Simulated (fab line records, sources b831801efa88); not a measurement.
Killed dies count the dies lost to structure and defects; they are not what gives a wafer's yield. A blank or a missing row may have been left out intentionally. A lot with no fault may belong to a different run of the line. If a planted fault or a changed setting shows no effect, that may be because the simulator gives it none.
fab line records	flow sfqLine
record lots=6	wafers=18	lastDay=92
route steps=325 shown L0V@17 M0@28 I0@43 M1@58 M8@325
lots that met no fault: from a run of the same line without faults
startH: the number of hours between the record's first day and the start of the first shown wafer of the lot	waitH: hours since the lot's step before	" unchanged from the row above	L1.1+2: several wafers, shown together as one row	- no value, or no start was given	* or withheld: withheld	< > ~ a bound
route shown NAME@n: names a module that has steps shown in the file, with the first one's number in the route	usual: mean/standard deviation of fault-free wafers	same: alike in all rows	chamber/n: place in a boat	sites: the reading at each site	_std_site: how widely they spread, as a standard deviation	_edge_site: inner sites' mean taken away from outer sites' mean	radiusMm: how far each site lies from the wafer's centre	mask NAME#n: copy n	behind: the tool/chamber that last shaped the wafer	hold: the reason the lot was held/the length of the hold in hours/how it ended	device: the n, p or np transistor that did not switch	end of line: the same wafers' tests at the end of the route	a step given without rows: its recipe and nothing more	killed: count of dies lost to structure and defects at first sort (not the wafer's yield)	map: per-die view of a wafer (x killed, . not killed, _ where there is no die)
set.NAME: the setting the step ran with; set.NAME@STEP: the setting that earlier step ran with	model.NAME: the simulator's own value behind a step, which no gauge read
lots seen at some steps along the route; tables by step, rows by wafer
services: a tool's chamber out of use, with start hour (startH, from the record's first day; less than 0 if before it), hours out, and reason
## steps
# step SFQ_TRILAYER_L0_VIA_LITHO_COAT_018
# recipe resist=BARC	spinRpm=3000	resistThkNm=62
# step SFQ_TRILAYER_L0_VIA_LITHO_COAT_013
# recipe resist=KrF	spinRpm=3000	resistThkNm=650
# step SFQ_TRILAYER_L0_VIA_LITHO_SOFTBAKE_017
# recipe tempC=withheld	timeS=withheld	resist=KrF
# step SFQ_TRILAYER_L0_VIA_LITHO_EXPOSE_014
# recipe maskId=L0V	na=0.6	sourceShape=conventional	sigmaOuter=0.65	targetCdNm=700	doseMj=21.3
# step SFQ_TRILAYER_L0_VIA_LITHO_PEB_016
# recipe pebTempC=115	pebTimeS=60	resist=KrF
# step SFQ_TRILAYER_L0_VIA_LITHO_DEVELOP_015
# recipe timeS=60	resist=KrF
# step SFQ_L0V_OVL_MEAS_903
# usual L0V_OVL=-1/4.9
lot.wafer	tool	chamber	startH	waitH	L0V_OVL[nm]
L824.1	overlay-01	-	176.54	0.1	3
L824.2	"	-	"	"	0
L824.5	"	-	"	"	2
L834.1	overlay-01	-	237.81	0.1	1
L834.2	"	-	"	"	4
L834.5	"	-	"	"	4
L835.2	overlay-01	-	246.22	0.1	0
L835.4	"	-	"	"	-4
L835.6	"	-	"	"	-7
L837.1	overlay-01	-	265.41	0.1	1
L837.2	"	-	"	"	7
L837.6	"	-	"	"	1
L839.2	overlay-02	-	278.42	0.1	-3
L839.4	"	-	"	"	-4
L839.6	"	-	"	"	-4
L843.2	overlay-01	-	307.09	0.1	5
L843.5	"	-	"	"	-3
L843.6	"	-	"	"	4
# step SFQ_TRILAYER_L0_VIA_BARC_OPEN_VIA_ETCH_021
# recipe maskMaterial=PR	chemistry=O2	targetDepthNm=125	target=BARC	sourceW=500	biasW=80	pressureMtorr=30	timeS=41.7
# step SFQ_TRILAYER_L0_VIA_ETCH_VIA_ETCH_016
# recipe target=SiO2	stopOn=MoNx_KI	maskMaterial=PR	chemistry=CHF3	targetDepthNm=80	sourceW=500	biasW=80	pressureMtorr=30	timeS=withheld
# usual drypumpMotorCurrentA=5.4/0.52	oesProductAu=0.842/0.0073
lot.wafer	tool	chamber	startH	waitH	drypumpMotorCurrentA	oesProductAu
L824.1	rieDiel-02	0	176.61	0.0	5.5	0.836
L824.2	"	3	"	"	5.8	0.838
L824.5	"	0	"	"	5.5	0.839
L834.1	rieDiel-02	1	237.89	0.0	5.0	0.833
L834.2	"	2	"	"	5.0	0.835
L834.5	"	3	"	"	5.8	0.843
L835.2	rieDiel-03	3	246.29	0.0	4.7	0.846
L835.4	"	3	"	"	4.7	0.849
L835.6	"	1	"	"	5.0	0.844
L837.1	rieDiel-03	0	265.49	0.0	6.6	0.840
L837.2	"	3	"	"	4.7	0.839
L837.6	"	2	"	"	5.8	0.857
L839.2	rieDiel-02	3	278.49	0.0	5.8	0.842
L839.4	"	2	"	"	5.0	0.851
L839.6	"	2	"	"	5.0	0.847
L843.2	rieDiel-02	0	307.16	0.0	5.5	0.837
L843.5	"	3	"	"	5.8	0.846
L843.6	"	2	"	"	5.0	0.843
# step SFQ_TRILAYER_L0_VIA_STRIP_STRIP_017
# recipe gas=O2	powerW=200	platenTempC=40	overashFraction=0.65	chemistry=O2	pressureMtorr=50
# step SFQ_TRILAYER_L0_VIA_STRIP_SOLV_CLEAN_018
# recipe chemistry=NMP	tempC=70	timeS=600
# step SFQ_TRILAYER_M0_DEP_PRE_CLEAN_020
# recipe gas=Ar	timeS=15	biasV=250
# step SFQ_TRILAYER_M0_DEP_SPUTTER_019
# recipe material=Nb	basePressurePa=1.33e-06	chamberPressurePa=0.1333	substrateTempC=20	resputterCathodeVoltageV=400	targetThkNm=200	powerW=2000	timeS=133.3
# usual basePressurePa=1.33e-06/1.1e-07	throttleValvePct=29.7/0.76
lot.wafer	tool	chamber	startH	waitH	basePressurePa	throttleValvePct	model.Nb_of_TRILAYER_M0_DEP_SPUTTER_019.thkNm
L824.1	pvdSputter-04	-	177.46	0.0	1.33e-06	30.5	199
L824.2	"	-	"	"	1.26e-06	30.8	198.5
L824.5	"	-	"	"	1.42e-06	30.7	199.1
L834.1	pvdSputter-04	-	238.73	0.0	1.36e-06	30.6	198.9
L834.2	"	-	"	"	1.61e-06	31.1	160.1
L834.5	"	-	"	"	1.31e-06	29.3	198.9
L835.2	pvdSputter-04	-	247.13	0.0	1.36e-06	31.1	162.1
L835.4	"	-	"	"	1.33e-06	30.4	200.3
L835.6	"	-	"	"	1.32e-06	30.5	198.4
L837.1	pvdSputter-06	-	266.33	0.0	1.28e-06	29.7	202.3
L837.2	"	-	"	"	1.37e-06	28.4	199.8
L837.6	"	-	"	"	1.29e-06	28.7	199.6
L839.2	pvdSputter-05	-	279.33	0.0	1.39e-06	30.1	200.3
L839.4	"	-	"	"	1.23e-06	29.8	200.3
L839.6	"	-	"	"	1.23e-06	29.6	200.5
L843.2	pvdSputter-05	-	308.01	0.0	1.42e-06	30.2	197.8
L843.5	"	-	"	"	1.42e-06	28.8	200
L843.6	"	-	"	"	1.32e-06	29.5	195.9
# step SFQ_M0_RS_MEAS_904
# recipe thkMeasGauge=four-point-probe	reads=Nb_of_TRILAYER_M0_DEP_SPUTTER_019
# usual M0_NB_RS=0.892/0.01
lot.wafer	tool	chamber	startH	waitH	hold	M0_NB_RS[ohm/sq]
L824.1	filmMetro-02	-	177.55	0.0	-	0.894
L824.2	"	-	"	"	-	0.896
L824.5	"	-	"	"	-	0.893
L834.1	filmMetro-02	-	238.82	0.0	awaitDispo/0.2h/release	0.895
L834.2	"	-	"	"	awaitDispo/0.2h/release	1.117
L834.5	"	-	"	"	awaitDispo/0.2h/release	0.894
L834.1	filmMetro-02	-	239.11	0.3	-	0.896
L834.2	"	-	"	"	-	1.115
L834.5	"	-	"	"	-	0.896
L835.2	filmMetro-01	-	247.24	0.1	awaitDispo/0.2h/release	1.103
L835.4	"	-	"	"	awaitDispo/0.2h/release	0.890
L835.6	"	-	"	"	awaitDispo/0.2h/release	0.897
L835.2	filmMetro-01	-	247.53	0.3	-	1.098
L835.4	"	-	"	"	-	0.891
L835.6	"	-	"	"	-	0.899
L837.1	filmMetro-02	-	266.42	0.0	-	0.879
L837.2	"	-	"	"	-	0.889
L837.6	"	-	"	"	-	0.891
L839.2	filmMetro-02	-	279.44	0.1	-	0.888
L839.4	"	-	"	"	-	0.889
L839.6	"	-	"	"	-	0.888
L843.2	filmMetro-03	-	308.12	0.1	-	0.902
L843.5	"	-	"	"	-	0.890
L843.6	"	-	"	"	-	0.909
# step SFQ_TRILAYER_M0_LITHO_COAT_021
# recipe resist=KrF	spinRpm=3000	resistThkNm=600
# step SFQ_TRILAYER_M0_LITHO_SOFTBAKE_025
# recipe tempC=withheld	timeS=withheld	resist=KrF
# step SFQ_TRILAYER_M0_LITHO_EXPOSE_022
# recipe maskId=M0	na=0.6	sourceShape=conventional	sigmaOuter=0.65	targetCdNm=500	doseMj=14.4
# step SFQ_TRILAYER_M0_LITHO_PEB_024
# recipe pebTempC=115	pebTimeS=60	resist=KrF
# step SFQ_TRILAYER_M0_LITHO_DEVELOP_023
# recipe timeS=60	resist=KrF
# step SFQ_M0_OVL_MEAS_906
# usual M0_OVL=0/5.7
lot.wafer	tool	chamber	startH	waitH	M0_OVL[nm]
L824.1	overlay-01	-	269.13	0.1	-2
L824.2	"	-	"	"	-3
L824.5	"	-	"	"	-2
L834.1	overlay-01	-	358.79	0.1	-2
L834.2	"	-	"	"	-2
L834.5	"	-	"	"	-2
L835.2	overlay-02	-	368.06	0.1	6
L835.4	"	-	"	"	8
L835.6	"	-	"	"	5
L837.1	overlay-02	-	390.86	0.1	3
L837.2	"	-	"	"	0
L837.6	"	-	"	"	2
L839.2	overlay-01	-	404.19	0.1	6
L839.4	"	-	"	"	-1
L839.6	"	-	"	"	0
L843.2	overlay-01	-	439.24	0.1	7
L843.5	"	-	"	"	-1
L843.6	"	-	"	"	8
# step SFQ_TRILAYER_M0_BARC_OPEN_METAL_ETCH_031
# recipe maskMaterial=PR	chemistry=O2	targetDepthNm=125	target=BARC	icpW=600	biasW=80	pressureMtorr=10	timeS=41.7
# step SFQ_TRILAYER_M0_ETCH_METAL_ETCH_024
# recipe target=Nb	stopOn=SiO2	maskMaterial=PR	chemistry=Cl2/Ar	targetDepthNm=240	icpW=600	biasW=80	pressureMtorr=10	timeS=120
# usual drypumpMotorCurrentA=6.09/0.29	oesProductAu=0.893/0.0067
lot.wafer	tool	chamber	startH	waitH	drypumpMotorCurrentA	oesProductAu	rfHoursCounterH
L824.1	rieMetal-02	1	269.23	0.0	5.91	0.893	15
L824.2	"	0	"	"	6.23	0.885	71
L824.5	"	1	"	"	5.88	0.888	-
L834.1	rieMetal-02	1	358.89	0.0	5.88	0.888	32
L834.2	"	0	"	"	6.24	0.795	89
L834.5	"	1	"	"	5.88	0.882	-
L835.2	rieMetal-03	1	368.15	0.0	5.75	0.794	52
L835.4	"	1	"	"	5.73	0.893	-
L835.6	"	1	"	"	5.74	0.891	-
L837.1	rieMetal-02	0	390.95	0.0	6.28	0.900	93
L837.2	"	1	"	"	5.89	0.895	37
L837.6	"	0	"	"	6.22	0.891	-
L839.2	rieMetal-02	1	404.28	0.0	5.90	0.891	38
L839.4	"	1	"	"	5.91	0.889	-
L839.6	"	0	"	"	6.28	0.894	-
L843.2	rieMetal-03	1	439.33	0.0	5.71	0.885	60
L843.5	"	0	"	"	6.58	0.890	-
L843.6	"	1	"	"	5.71	0.884	-
# step SFQ_TRILAYER_M0_STRIP_STRIP_025
# recipe gas=O2	powerW=200	platenTempC=40	overashFraction=0.65	chemistry=O2	pressureMtorr=50
# usual drypumpMotorCurrentA=6.09/0.29	oesProductAu=1.001/0.0097
lot.wafer	tool	chamber	startH	waitH	drypumpMotorCurrentA	oesProductAu	rfHoursCounterH
L824.1	rieMetal-02	1	269.36	0.1	5.90	1.018	15
L824.2	"	0	"	"	6.25	1.005	71
L824.5	"	1	"	"	5.90	1.010	-
L834.1	rieMetal-02	1	359.01	0.1	5.88	1.010	32
L834.2	"	0	"	"	6.24	0.994	89
L834.5	"	1	"	"	5.87	1.012	-
L835.2	rieMetal-03	1	368.28	0.1	5.72	1.012	52
L835.4	"	1	"	"	5.74	1.008	-
L835.6	"	1	"	"	5.72	1.001	-
L837.1	rieMetal-02	0	391.08	0.1	6.27	1.000	93
L837.2	"	1	"	"	5.88	1.007	37
L837.6	"	0	"	"	6.24	1.000	-
L839.2	rieMetal-02	1	404.40	0.1	5.92	1.011	39
L839.4	"	1	"	"	5.87	1.011	-
L839.6	"	0	"	"	6.28	0.998	-
L843.2	rieMetal-03	1	439.45	0.1	5.72	1.003	60
L843.5	"	0	"	"	6.60	0.995	-
L843.6	"	1	"	"	5.75	1.003	-
# step SFQ_TRILAYER_M0_STRIP_SOLV_CLEAN_026
# recipe chemistry=NMP	tempC=70	timeS=600
# step SFQ_TRILAYER_I0_DEP_PECVD_027
# recipe material=SiO2	tempC=150	timeS=111.11	pressureTorr=2.4	rfW=183.3	precursor=SiH4/N2O	targetThkNm=500
# usual chamberPressureTorr=2.399/0.005	heaterPowerW=84/18	susceptorTempC=149.99/0.15	throttleValvePct=24.4/1.5
lot.wafer	tool	chamber	startH	waitH	chamberPressureTorr	heaterPowerW	susceptorTempC	throttleValvePct
L824.1	pecvd-03	1	270.13	0.0	2.398	116	150.12	22.6
L824.2	"	0	"	"	2.403	100	150.01	22.2
L824.5	"	0	"	"	2.403	102	150.01	22.0
L834.1	pecvd-02	2	359.79	0.0	2.393	72	149.96	25.9
L834.2	"	1	"	"	2.405	77	150.12	23.9
L834.5	"	1	"	"	2.392	80	149.70	23.6
L835.2	pecvd-04	1	369.05	0.0	2.406	69	150.17	26.2
L835.4	"	1	"	"	2.394	69	149.84	25.9
L835.6	"	0	"	"	2.401	58	150.13	26.7
L837.1	pecvd-02	1	391.87	0.0	2.404	89	149.81	23.9
L837.2	"	1	"	"	2.396	90	149.96	23.9
L837.6	"	1	"	"	2.398	84	150.06	24.1
L839.2	pecvd-02	2	405.18	0.0	2.403	86	149.85	26.3
L839.4	"	0	"	"	2.398	52	149.96	25.8
L839.6	"	1	"	"	2.403	86	150.16	24.1
L843.2	pecvd-03	1	440.23	0.0	2.396	105	149.94	22.9
L843.5	"	2	"	"	2.398	89	149.96	25.0
L843.6	"	1	"	"	2.395	110	150.07	23.1
# step SFQ_TRILAYER_I0_CMP_CMP_028
# recipe material=SiO2	downForcePsi=3	platenRpm=60	padVelocityMS=0.94248
# step SFQ_I0_BOW_MEAS_907
# recipe mode=bow
# usual I0_BOW=2/7.2
lot.wafer	tool	chamber	startH	waitH	I0_BOW[um]
L824.1	filmMetro-04	-	273.21	2.0	1
L824.2	"	-	"	"	16
L824.5	"	-	"	"	3
L834.1	filmMetro-04	-	365.51	2.0	-11
L834.2	"	-	"	"	2
L834.5	"	-	"	"	-5
L835.2	filmMetro-02	-	372.15	2.5	5
L835.4	"	-	"	"	9
L835.6	"	-	"	"	-2
L837.1	filmMetro-02	-	395.57	2.0	-5
L837.2	"	-	"	"	-6
L837.6	"	-	"	"	4
L839.2	filmMetro-03	-	408.27	2.0	14
L839.4	"	-	"	"	16
L839.6	"	-	"	"	10
L843.2	filmMetro-03	-	443.32	1.5	17
L843.5	"	-	"	"	4
L843.6	"	-	"	"	-16
# step SFQ_TRILAYER_I0_METRO_MEASURE_029
# step SFQ_TRILAYER_I0_VIA_LITHO_COAT_036
# recipe resist=BARC	spinRpm=3000	resistThkNm=62
# step SFQ_TRILAYER_I0_VIA_LITHO_COAT_031
# recipe resist=KrF	spinRpm=3000	resistThkNm=650
# step SFQ_TRILAYER_I0_VIA_LITHO_SOFTBAKE_035
# recipe tempC=withheld	timeS=withheld	resist=KrF
# step SFQ_TRILAYER_I0_VIA_LITHO_EXPOSE_032
# recipe maskId=I0	na=0.6	sourceShape=conventional	sigmaOuter=0.65	targetCdNm=500	doseMj=21.3
# step SFQ_TRILAYER_I0_VIA_LITHO_PEB_034
# recipe pebTempC=115	pebTimeS=60	resist=KrF
# step SFQ_TRILAYER_I0_VIA_LITHO_DEVELOP_033
# recipe timeS=60	resist=KrF
# step SFQ_I0_OVL_MEAS_908
# usual I0_OVL=0/5.1
lot.wafer	tool	chamber	startH	waitH	I0_OVL[nm]
L824.1	overlay-01	-	398.18	0.1	-6
L824.2	"	-	"	"	-12
L824.5	"	-	"	"	-4
L834.1	overlay-02	-	481.47	0.1	-1
L834.2	"	-	"	"	-3
L834.5	"	-	"	"	3
L835.2	overlay-02	-	482.68	0.1	2
L835.4	"	-	"	"	-6
L835.6	"	-	"	"	-5
L837.1	overlay-01	-	485.07	0.1	-7
L837.2	"	-	"	"	0
L837.6	"	-	"	"	1
L839.2	overlay-01	-	487.48	0.1	7
L839.4	"	-	"	"	3
L839.6	"	-	"	"	3
L843.2	overlay-01	-	492.28	0.1	1
L843.5	"	-	"	"	-3
L843.6	"	-	"	"	3
# step SFQ_TRILAYER_I0_VIA_BARC_OPEN_VIA_ETCH_046
# recipe maskMaterial=PR	chemistry=O2	targetDepthNm=125	target=BARC	sourceW=500	biasW=80	pressureMtorr=30	timeS=41.7
# usual drypumpMotorCurrentA=5.5/0.47	oesProductAu=0.685/0.0046
lot.wafer	tool	chamber	startH	waitH	drypumpMotorCurrentA	oesProductAu	rfHoursCounterH
L824.1	rieDiel-04	0	398.22	0.0	5.7	0.691	22
L824.2	"	1	"	"	5.4	0.683	10
L824.5	"	0	"	"	5.7	0.686	-
L834.1	rieDiel-02	0	481.51	0.0	5.5	0.681	103
L834.2	"	2	"	"	5.0	0.683	24
L834.5	"	1	"	"	5.0	0.689	-
L835.2	rieDiel-04	1	482.71	0.0	5.4	0.679	11
L835.4	"	2	"	"	5.3	0.686	82
L835.6	"	0	"	"	5.7	0.689	-
L837.1	rieDiel-04	3	485.11	0.0	6.1	0.681	58
L837.2	"	0	"	"	5.7	0.679	24
L837.6	"	0	"	"	5.7	0.678	-
L839.2	rieDiel-04	1	487.51	0.0	5.3	0.683	12
L839.4	"	2	"	"	5.3	0.694	82
L839.6	"	3	"	"	6.1	0.686	-
L843.2	rieDiel-02	2	492.31	0.0	5.0	0.685	25
L843.5	"	3	"	"	5.8	0.685	-
L843.6	"	2	"	"	5.0	0.682	-
# step SFQ_TRILAYER_I0_VIA_ETCH_VIA_ETCH_034
# recipe target=SiO2	stopOn=Nb	maskMaterial=PR	taperDeg=20	chemistry=CHF3	targetDepthNm=260	sourceW=500	biasW=80	pressureMtorr=30	timeS=withheld
# step SFQ_TRILAYER_I0_VIA_STRIP_STRIP_035
# recipe gas=O2	powerW=200	platenTempC=40	overashFraction=0.65	chemistry=O2	pressureMtorr=50
# usual drypumpMotorCurrentA=6.0/0.4	oesProductAu=1.002/0.0094
lot.wafer	tool	chamber	startH	waitH	drypumpMotorCurrentA	oesProductAu	rfHoursCounterH
L824.1	rieMetal-02	0	398.37	-	6.3	1.005	94
L824.2	"	1	"	"	5.9	1.011	38
L824.5	"	1	"	"	5.9	1.003	-
L834.1	rieMetal-02	1	481.66	-	5.9	1.004	49
L834.2	"	0	"	"	6.3	1.010	104
L834.5	"	0	"	"	6.2	1.010	-
L835.2	rieMetal-04	1	482.86	-	5.2	0.992	67
L835.4	"	0	"	"	6.4	0.998	-
L835.6	"	0	"	"	6.4	1.001	-
L837.1	rieMetal-04	1	485.26	-	5.1	1.013	68
L837.2	"	0	"	"	6.4	1.005	75
L837.6	"	0	"	"	6.4	1.007	-
L839.2	rieMetal-04	1	487.66	-	5.2	1.008	68
L839.4	"	0	"	"	6.4	1.005	-
L839.6	"	0	"	"	6.4	1.002	-
L843.2	rieMetal-02	0	492.46	-	6.2	1.024	106
L843.5	"	0	"	"	6.2	1.008	-
L843.6	"	1	"	"	5.9	1.002	-
# step SFQ_TRILAYER_I0_VIA_STRIP_SOLV_CLEAN_036
# recipe chemistry=NMP	tempC=70	timeS=600
# step SFQ_TRILAYER_M1_DEP_PRE_CLEAN_038
# recipe gas=Ar	timeS=22.5	biasV=250
# step SFQ_M8_BOW_MEAS_951
# recipe mode=bow
# usual M8_BOW=8/13
lot.wafer	tool	chamber	startH	waitH	M8_BOW[um]	model.etest.m0.ohmUm	model.etest.i0.linkOhm	model.etest.m0.ohmSq
L824.1	filmMetro-04	-	1909.70	0.0	-7	1.785	1.985	0.8947
L824.2	"	-	"	"	6	1.795	1.955	0.8968
L824.5	"	-	"	"	-5	1.784	1.974	0.8942
L835.2	filmMetro-04	-	1944.20	0.0	16	2.177	2.16	1.098
L835.4	"	-	"	"	18	1.766	1.937	0.889
L835.6	"	-	"	"	9	1.782	1.953	0.8972
L834.1	filmMetro-02	-	1945.68	0.0	-17	1.786	1.966	0.895
L834.2	"	-	"	"	-3	2.225	2.206	1.112
L834.5	"	-	"	"	-10	1.785	1.968	0.895
L837.1	filmMetro-04	-	1976.34	0.0	8	1.762	1.946	0.8801
L837.2	"	-	"	"	9	1.774	1.986	0.891
L837.6	"	-	"	"	18	1.786	1.965	0.8918
L839.2	filmMetro-02	-	2123.44	0.0	49	1.776	1.972	0.8887
L839.4	"	-	"	"	50	1.782	1.976	0.889
L839.6	"	-	"	"	44	1.786	1.976	0.8878
L843.2	filmMetro-02	-	2208.96	0.0	13	1.805	1.976	0.9
L843.5	"	-	"	"	0	1.784	1.972	0.89
L843.6	"	-	"	"	-18	1.818	1.993	0.9087
## services
tool	chamber	startH	hours	kind
rieDiel-03	0	166.15	1.6	repair
rieMetal-04	1	166.51	7.1	repair
rieDiel-03	-	166.93	0.7	repair
pecvd-02	1	171.92	18.3	repair
rieMetal-02	-	172.43	0.8	repair
pecvd-03	2	183.65	12.7	repair
pecvd-03	-	194.25	14.0	pm
pecvd-03	-	196.49	0.6	repair
rieDiel-02	0	198.23	2.0	repair
rieDiel-02	2	216.32	4.4	repair
rieMetal-02	-	253.29	14.6	pm
rieMetal-04	-	259.33	0.8	repair
pvdSputter-04	-	259.47	7.7	repair
rieDiel-02	-	276.77	0.5	repair
rieDiel-04	2	277.60	5.1	repair
rieMetal-04	-	336.13	1.4	pm
rieDiel-02	0	339.39	1.5	repair
rieDiel-04	2	365.71	4.6	repair
rieDiel-04	0	375.23	6.0	repair
rieDiel-02	-	377.74	0.4	repair
pecvd-02	0	387.14	6.8	repair
pecvd-02	2	388.24	9.1	repair
rieDiel-02	3	448.99	16.1	repair
rieMetal-02	0	472.82	1.9	repair
## key
firstSign step=SFQ_M0_RS_MEAS_904	reading=visit	direction=added
effect step=SFQ_M0_RS_MEAS_904	reading=M0_NB_RS	direction=up	sigmas=21	usual=0.892	struck=1.110
effect step=SFQ_TRILAYER_M0_ETCH_METAL_ETCH_024	reading=oesProductAu	direction=down	sigmas=15	usual=0.893	struck=0.794
modelEffect step=SFQ_TRILAYER_M0_DEP_SPUTTER_019	value=Nb_of_TRILAYER_M0_DEP_SPUTTER_019.thkNm	without=200.1	struck=161.1
modelEffect step=SFQ_M8_BOW_MEAS_951	value=etest.m0.ohmUm	without=1.772	struck=2.201
metAt SFQ_TRILAYER_M0_DEP_SPUTTER_019
struckWafers L834.2,L835.2
fault kind=processParameterDrift	tool=pvdSputter-04	chamber=-	onsetH=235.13	steps=SFQ_TRILAYER_M0_DEP_SPUTTER_019	channel=timeS	offset=*	shape=step	endH=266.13	actsIn=*	stated=*	scope=struckWafersOnly
